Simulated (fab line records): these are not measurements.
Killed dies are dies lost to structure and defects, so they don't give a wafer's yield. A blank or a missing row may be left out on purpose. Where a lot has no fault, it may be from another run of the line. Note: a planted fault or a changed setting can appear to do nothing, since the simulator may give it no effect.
Chamber matching | flow gf180mcu | GF_V2_CVD_02 on pecvd-02: 3 sister chambers
The step deposits SiO2 from TEOS, target thk 850 nm, time 94.851 s. 14 wafers are shown with their chamber, then 7 later ones without.

## WAFERS PAIRED WITH THEIR CHAMBERS
wafer  | chamber | heater_power_w (W) | rf_fwd_power_W (W)
L077.1 | 1       | 754                | 596.7
L077.2 | 2       | 761                | 599.2
L077.4 | 0       | 692                | 596.2
L079.3 | 0       | 711                | 599.5
L079.4 | 1       | 707                | 598.4
L079.5 | 0       | 592                | 597.2
L082.1 | 2       | 743                | 595.3
L082.5 | 0       | 697                | 599.3
L082.6 | 2       | 783                | 595.1
L086.1 | 0       | 706                | 599.8
L086.4 | 1       | 597                | 594.0
L086.5 | 0       | 588                | 598.2
L093.1 | 1       | 629                | 597.1
L093.2 | 0       | 607                | 595.7

SIGNATURES (means of the wafers above)
reading        | chamber 0 | chamber 1 | chamber 2 | scatter within a chamber
heater_power_w | 656.14    | 671.75    | 762.33    | 57.1
rf_fwd_power_W | 597.986   | 596.550   | 596.533   | 1.84
Rule: a wafer lies at a distance from a chamber equal to the root of the sum of squares, over the readings, of (its reading less the chamber's mean, divided by the reading's scatter). The wafer belongs to the nearest chamber; if the next one is less than 2 further off, it can't be placed. The scatter: the root of (the sum of the squares of (reading less its chamber's mean) over the shown wafers, divided by (wafers less chambers)).

## WAFERS MISSING THEIR CHAMBER
wafer  | heater_power_w (W) | rf_fwd_power_W (W)
L093.4 | 673                | 594.5
L096.2 | 701                | 595.4
L096.3 | 626                | 596.8
L096.4 | 700                | 593.8
L097.1 | 835                | 595.6
L097.3 | 694                | 595.3
L097.4 | 662                | 598.3

## WHICH CHAMBER EACH WENT THROUGH
wafer  | from the rows above          | in truth
L093.4 | can't be placed: 1 or 2 or 0 | 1
L096.2 | can't be placed: 1 or 2 or 0 | 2
L096.3 | can't be placed: 1 or 0 or 2 | 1
L096.4 | can't be placed: 1 or 2 or 0 | 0
L097.1 | can't be placed: 2 or 1      | 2
L097.3 | can't be placed: 1 or 2 or 0 | 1
L097.4 | can't be placed: 0 or 1 or 2 | 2
0 of 7 placed correctly. Not placeable from these rows: 7 (in 7, the candidates include the true chamber). Placed wrongly: 0.
